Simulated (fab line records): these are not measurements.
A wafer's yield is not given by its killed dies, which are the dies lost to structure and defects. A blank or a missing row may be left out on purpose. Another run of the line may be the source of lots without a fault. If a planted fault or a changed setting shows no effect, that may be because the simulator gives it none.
Which tool is to blame? || flow sky130 || 11 lots with 33 wafers sampled at 5 steps, on a route of 708 steps

== WHAT THE GAUGES READ, wafer by wafer ==
SKY_PWDE_TW_MEAS_10. Usual: for PWDE_TW the level is 373.3 and the standard deviation is 2.4.
{"lot": "L278", "measured": "day 4 07:13", "on": "film_metro-03", "PWDE_TW": "375.5 375.3 374.4", "flag": ""}
{"lot": "L280", "measured": "day 4 20:40", "on": "film_metro-04", "PWDE_TW": "378.1 375.2 375.5", "flag": ""}
{"lot": "L282", "measured": "day 5 01:28", "on": "film_metro-03", "PWDE_TW": "374.6 374.7 373.3", "flag": ""}
{"lot": "L283", "measured": "day 5 11:49", "on": "film_metro-03", "PWDE_TW": "372.2 371.7 372.1", "flag": ""}
{"lot": "L286", "measured": "day 6 05:10", "on": "film_metro-04", "PWDE_TW": "373.8 371.6 373.2", "flag": ""}
{"lot": "L289", "measured": "day 6 21:55", "on": "film_metro-04", "PWDE_TW": "367.8 367.2 368.0", "flag": ""}
{"lot": "L291", "measured": "day 7 10:08", "on": "film_metro-04", "PWDE_TW": "367.9 365.8 366.1", "flag": ""}
{"lot": "L292", "measured": "day 7 13:07", "on": "film_metro-04", "PWDE_TW": "374.5 373.2 375.4", "flag": ""}
{"lot": "L293", "measured": "day 7 20:52", "on": "film_metro-04", "PWDE_TW": "372.2 375.5 374.2", "flag": ""}
{"lot": "L295", "measured": "day 8 12:07", "on": "film_metro-02", "PWDE_TW": "370.2 369.5 371.4", "flag": ""}
{"lot": "L296", "measured": "day 8 13:49", "on": "film_metro-03", "PWDE_TW": "373.0 371.3 371.6", "flag": ""}

SKY_NWELL_RS_MEAS_31: measures by four-point-probe. Usual: for PWDE_RS the level is 5283 ohm/sq and the standard deviation is 17.
{"lot": "L278", "measured": "day 5 18:19", "on": "film_metro-02", "PWDE_RS (ohm/sq)": "5286 5311 5267", "flag": ""}
{"lot": "L280", "measured": "day 6 09:05", "on": "film_metro-02", "PWDE_RS (ohm/sq)": "5271 5243 5264", "flag": ""}
{"lot": "L282", "measured": "day 6 14:50", "on": "film_metro-02", "PWDE_RS (ohm/sq)": "5257 5247 5276", "flag": ""}
{"lot": "L283", "measured": "day 7 01:29", "on": "film_metro-02", "PWDE_RS (ohm/sq)": "5299 5303 5298", "flag": ""}
{"lot": "L286", "measured": "day 7 20:19", "on": "film_metro-03", "PWDE_RS (ohm/sq)": "5278 5300 5277", "flag": ""}
{"lot": "L289", "measured": "day 8 13:19", "on": "film_metro-03", "PWDE_RS (ohm/sq)": "5544 5529 5528", "flag": "OFF"}
{"lot": "L291", "measured": "day 9 02:51", "on": "film_metro-04", "PWDE_RS (ohm/sq)": "5551 5549 5548", "flag": "OFF"}
{"lot": "L292", "measured": "day 9 07:42", "on": "film_metro-04", "PWDE_RS (ohm/sq)": "5280 5294 5283", "flag": ""}
{"lot": "L293", "measured": "day 9 15:30", "on": "film_metro-04", "PWDE_RS (ohm/sq)": "5313 5308 5304", "flag": ""}
{"lot": "L295", "measured": "day 10 08:18", "on": "film_metro-02", "PWDE_RS (ohm/sq)": "5279 5302 5255", "flag": ""}
{"lot": "L296", "measured": "day 10 10:13", "on": "film_metro-03", "PWDE_RS (ohm/sq)": "5261 5279 5271", "flag": ""}

SKY_LI_CONTACT_CD_MEAS_12: the cd target is 170 nm. Usual: 170.1 nm for cd_nm, sd 1.6.
{"lot": "L278", "measured": "day 29 14:40", "on": "cd_sem-02", "cd_nm (nm)": "166.2 166.9 168.6", "flag": ""}
{"lot": "L280", "measured": "day 30 08:35", "on": "cd_sem-01", "cd_nm (nm)": "169.4 168.0 167.3", "flag": ""}
{"lot": "L282", "measured": "day 30 20:40", "on": "cd_sem-02", "cd_nm (nm)": "169.0 169.5 168.3", "flag": ""}
{"lot": "L283", "measured": "day 31 08:54", "on": "cd_sem-02", "cd_nm (nm)": "168.9 170.3 170.4", "flag": ""}
{"lot": "L286", "measured": "day 32 11:42", "on": "cd_sem-02", "cd_nm (nm)": "170.5 169.7 170.3", "flag": ""}
{"lot": "L289", "measured": "day 33 10:08", "on": "cd_sem-01", "cd_nm (nm)": "170.2 171.8 171.4", "flag": ""}
{"lot": "L291", "measured": "day 34 05:46", "on": "cd_sem-02", "cd_nm (nm)": "171.2 170.9 171.7", "flag": ""}
{"lot": "L292", "measured": "day 34 09:44", "on": "cd_sem-01", "cd_nm (nm)": "170.3 168.4 168.6", "flag": ""}
{"lot": "L293", "measured": "day 34 20:50", "on": "cd_sem-02", "cd_nm (nm)": "172.2 171.5 172.6", "flag": ""}
{"lot": "L295", "measured": "day 35 22:35", "on": "cd_sem-02", "cd_nm (nm)": "172.0 172.1 173.1", "flag": ""}
{"lot": "L296", "measured": "day 36 00:32", "on": "cd_sem-02", "cd_nm (nm)": "171.8 172.9 172.5", "flag": ""}

== WHICH TOOL RAN EACH LOT (tool, then ch and the chambers of the sampled wafers, then the start) ==
{"lot": "L278", "SKY_PWDE_IMPLANT_08": "implanter-04 ch 0, day 4 06:58", "SKY_SONOS_ONO_STRIP_17": "plasma_asher-04 ch 0,1, day 13 01:35"}
{"lot": "L280", "SKY_PWDE_IMPLANT_08": "implanter-02 ch 0, day 4 20:25", "SKY_SONOS_ONO_STRIP_17": "plasma_asher-03 ch 0,1, day 13 22:00"}
{"lot": "L282", "SKY_PWDE_IMPLANT_08": "implanter-02 ch 0, day 5 01:13", "SKY_SONOS_ONO_STRIP_17": "plasma_asher-01 ch 0,1, day 14 06:42"}
{"lot": "L283", "SKY_PWDE_IMPLANT_08": "implanter-01 ch 0, day 5 11:35", "SKY_SONOS_ONO_STRIP_17": "plasma_asher-03 ch 0,1, day 14 16:47"}
{"lot": "L286", "SKY_PWDE_IMPLANT_08": "implanter-04 ch 0, day 6 04:56", "SKY_SONOS_ONO_STRIP_17": "plasma_asher-01 ch 0, day 15 19:48"}
{"lot": "L289", "SKY_PWDE_IMPLANT_08": "implanter-02 ch 0, day 6 21:40", "SKY_SONOS_ONO_STRIP_17": "plasma_asher-01 ch 0,1, day 16 22:47"}
{"lot": "L291", "SKY_PWDE_IMPLANT_08": "implanter-02 ch 0, day 7 09:55", "SKY_SONOS_ONO_STRIP_17": "plasma_asher-03 ch 0,1, day 17 16:53"}
{"lot": "L292", "SKY_PWDE_IMPLANT_08": "implanter-04 ch 0, day 7 12:52", "SKY_SONOS_ONO_STRIP_17": "plasma_asher-01 ch 0,1, day 17 23:42"}
{"lot": "L293", "SKY_PWDE_IMPLANT_08": "implanter-04 ch 0, day 7 20:38", "SKY_SONOS_ONO_STRIP_17": "plasma_asher-01 ch 1, day 18 07:41"}
{"lot": "L295", "SKY_PWDE_IMPLANT_08": "implanter-04 ch 0, day 8 11:52", "SKY_SONOS_ONO_STRIP_17": "plasma_asher-04 ch 0,1, day 19 08:51"}
{"lot": "L296", "SKY_PWDE_IMPLANT_08": "implanter-01 ch 0, day 8 13:36", "SKY_SONOS_ONO_STRIP_17": "plasma_asher-04 ch 0,1, day 19 13:57"}
- SKY_PWDE_IMPLANT_08
- SKY_SONOS_ONO_STRIP_17: strips in O2/N2.

== AS READ BY THE TOOLS THEMSELVES (means over the sampled wafers that have a number; for cases with no such wafer, the mark the record gives instead) ==
SKY_PWDE_IMPLANT_08. Usual: dose_ions_cm2 3.6e+12, standard deviation 4.5e+09; faraday_current_uA 20.2, standard deviation 0.41.
{"lot": "L278", "tool": "implanter-04", "dose_ions_cm2": 3.6e+12, "faraday_current_uA": 20.4, "flag": ""}
{"lot": "L280", "tool": "implanter-02", "dose_ions_cm2": 3.6e+12, "faraday_current_uA": 20.4, "flag": ""}
{"lot": "L282", "tool": "implanter-02", "dose_ions_cm2": 3.6e+12, "faraday_current_uA": 20.5, "flag": ""}
{"lot": "L283", "tool": "implanter-01", "dose_ions_cm2": 3.6e+12, "faraday_current_uA": 20.7, "flag": ""}
{"lot": "L286", "tool": "implanter-04", "dose_ions_cm2": 3.6e+12, "faraday_current_uA": 20.2, "flag": ""}
{"lot": "L289", "tool": "implanter-02", "dose_ions_cm2": 3.4e+12, "faraday_current_uA": 18.8, "flag": "OFF"}
{"lot": "L291", "tool": "implanter-02", "dose_ions_cm2": 3.4e+12, "faraday_current_uA": 19.0, "flag": "OFF"}
{"lot": "L292", "tool": "implanter-04", "dose_ions_cm2": 3.6e+12, "faraday_current_uA": 20.1, "flag": ""}
{"lot": "L293", "tool": "implanter-04", "dose_ions_cm2": 3.6e+12, "faraday_current_uA": 20.6, "flag": ""}
{"lot": "L295", "tool": "implanter-04", "dose_ions_cm2": 3.6e+12, "faraday_current_uA": 19.7, "flag": ""}
{"lot": "L296", "tool": "implanter-01", "dose_ions_cm2": 3.6e+12, "faraday_current_uA": 20.1, "flag": ""}

SKY_SONOS_ONO_STRIP_17. Usual: drypump_motor_current_A 6.0 A, standard deviation 0.43; oes_product_au 0.709 a.u., standard deviation 0.0049; strip_time_to_endpoint_s 14.11 s, standard deviation 0.038.
{"lot": "L278", "tool": "plasma_asher-04", "drypump_motor_current_A (A)": 5.7, "oes_product_au (a.u.)": 0.707, "strip_time_to_endpoint_s (s)": 14.17, "flag": ""}
{"lot": "L280", "tool": "plasma_asher-03", "drypump_motor_current_A (A)": 5.6, "oes_product_au (a.u.)": 0.710, "strip_time_to_endpoint_s (s)": 14.11, "flag": ""}
{"lot": "L282", "tool": "plasma_asher-01", "drypump_motor_current_A (A)": 6.4, "oes_product_au (a.u.)": 0.710, "strip_time_to_endpoint_s (s)": 14.13, "flag": ""}
{"lot": "L283", "tool": "plasma_asher-03", "drypump_motor_current_A (A)": 5.8, "oes_product_au (a.u.)": 0.709, "strip_time_to_endpoint_s (s)": 14.16, "flag": ""}
{"lot": "L286", "tool": "plasma_asher-01", "drypump_motor_current_A (A)": 6.3, "oes_product_au (a.u.)": 0.708, "strip_time_to_endpoint_s (s)": 14.12, "flag": ""}
{"lot": "L289", "tool": "plasma_asher-01", "drypump_motor_current_A (A)": 6.4, "oes_product_au (a.u.)": 0.709, "strip_time_to_endpoint_s (s)": 14.11, "flag": ""}
{"lot": "L291", "tool": "plasma_asher-03", "drypump_motor_current_A (A)": 5.6, "oes_product_au (a.u.)": 0.709, "strip_time_to_endpoint_s (s)": 14.09, "flag": ""}
{"lot": "L292", "tool": "plasma_asher-01", "drypump_motor_current_A (A)": 6.4, "oes_product_au (a.u.)": 0.713, "strip_time_to_endpoint_s (s)": 14.07, "flag": ""}
{"lot": "L293", "tool": "plasma_asher-01", "drypump_motor_current_A (A)": 6.5, "oes_product_au (a.u.)": 0.709, "strip_time_to_endpoint_s (s)": 14.12, "flag": ""}
{"lot": "L295", "tool": "plasma_asher-04", "drypump_motor_current_A (A)": 5.5, "oes_product_au (a.u.)": 0.706, "strip_time_to_endpoint_s (s)": 14.14, "flag": ""}
{"lot": "L296", "tool": "plasma_asher-04", "drypump_motor_current_A (A)": 5.8, "oes_product_au (a.u.)": 0.710, "strip_time_to_endpoint_s (s)": 14.06, "flag": ""}

== THE ANSWER, worked out from the rows above alone ==
Rule: a lot is off if the mean of its wafers that have a number lies more than 3 standard deviations from the usual mean. A lot without any number at a reading at which 4 lots or more have one is off too. The other lots that the step has rows for count as sound. First the gauges in route order, then the tools' own readings, where a lot's mean is used as printed above. At the first step where some lot is off, the reading lying furthest off is the one used; lots without a number count as furthest.
Off: at SKY_NWELL_RS_MEAS_31 (PWDE_RS), L289, L291.
If a tool, at a process step before that reading, ran all the lots that are off and no sound lot after the first of them, it fits. Not tried: the gauges at SKY_NWELL_RS_MEAS_31; whatever is off there is also off at SKY_PWDE_IMPLANT_08, on other tools, and gauge error can't account for it. One fits: implanter-02 at SKY_PWDE_IMPLANT_08. A fault onset in the window from L282 (day 5 01:13, its last sound lot) to L289 (day 6 21:40, its first lot off) fits.
The tool's own readings at SKY_PWDE_IMPLANT_08 bear it out: on the lots that are off they differ by more than 5 times the standard deviation of the sound lots' means. dose_ions_cm2 reads 3.4e+12 there against 3.6e+12 on the sound lots.

== WHAT THE SIMULATOR HAD INSERTED ==
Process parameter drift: implanter-02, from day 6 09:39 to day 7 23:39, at SKY_PWDE_IMPLANT_08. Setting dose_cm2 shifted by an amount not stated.
Lots struck among those shown: L289, L291. This agrees with what the rule above found.
